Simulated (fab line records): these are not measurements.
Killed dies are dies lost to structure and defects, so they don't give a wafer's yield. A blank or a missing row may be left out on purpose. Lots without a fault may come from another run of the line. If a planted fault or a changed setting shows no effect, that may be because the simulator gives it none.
2 desks, one fault -- flow gf180mcu -- each desk has only its own numbers; what lay behind them comes last

== AT THE TOOL OWNER'S DESK: pvdSputter-04 ==
The tool's own readings at GF_M1_SPUTTER_02 (material AlCu, target thk 450 nm, time 23.9 s): means of the sampled wafers that have a number, for each lot that ran on this tool. A lot is out of limits, marked OUT, if its mean lies more than 4 standard deviations from the usual mean; the brackets give that distance.
Columns: A = throttleValvePct at GF_M1_SPUTTER_02, usual 30.1 %
lot,first seen here,A
L648,day 16 22:57,30.1
L651,day 18 03:42,30.0
L660,day 21 03:57,30.5
L662,day 21 17:18,29.9
L663,day 22 00:38,30.5
This desk found nothing out of limits on any of the 5 lots.

== FROM THE METROLOGY DESK ==
Lot by lot, what the gauges showed, no matter which tool ran the lot: averages of those sampled wafers that carry a number. A lot is out of limits, marked OUT, if its mean lies more than 4 standard deviations from the usual mean; the brackets give that distance.
Columns: A = M1_ALCU_RS at GF_M1_RS_MEAS_05, usual 0.0695 ohm/sq; B = M1_ALCU_THK at GF_M1_THK_MEAS_06, usual 446 nm; C = M2_OVL at GF_M2_OVL_MEAS_15, usual -1 nm; D = cdNm at GF_V2_CD_MEAS_14, usual 259.8 nm
lot,first seen here,A,B,C,D
L646,day 16 05:56,0.0696,443,-3,260.7
L648,day 16 23:04,0.0691,448,-5,260.9
L651,day 18 03:49,0.0708,438,-6,259.5
L653,day 19 03:37,0.0705,441,2,259.4
L655,day 19 12:41,0.0700,442,-10,260.9
L656,day 20 02:05,0.0700,440,-2,257.8
L660,day 21 04:02,0.0820 (+15) OUT,377 (-13) OUT,-3,259.3
L661,day 21 11:42,0.0695,445,1,262.5
L662,day 21 17:23,0.0849 (+19) OUT,367 (-15) OUT,1,258.0
L663,day 22 00:45,0.0823 (+16) OUT,376 (-13) OUT,4,259.1
L666,day 23 02:57,0.0701,443,1,258.7
This desk's result: L660, L662, L663 out of limits, first on L660 (M1_ALCU_RS at GF_M1_RS_MEAS_05), day 21 04:02. In limits: L646, L648, L651, L653, L655, L656, L661, L666.

== PUT TOGETHER ==
An alarm was possible from the metrology desk at day 21 04:02, on L660, L662, L663.
The tool owner's desk saw nothing out of limits.
Tool owner's desk: L660, L662, L663 on record, inside its limits.
Of the lots named, all ran GF_M1_SPUTTER_02 on pvdSputter-04.

== WHAT THE SIMULATOR HAD PUT IN ==
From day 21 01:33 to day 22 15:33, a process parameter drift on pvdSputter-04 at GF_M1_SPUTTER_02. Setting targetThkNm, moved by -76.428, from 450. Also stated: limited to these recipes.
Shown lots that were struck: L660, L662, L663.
Time in hours between the start of the fault and the first out-of-limits reading at each desk: metrology desk, 2.
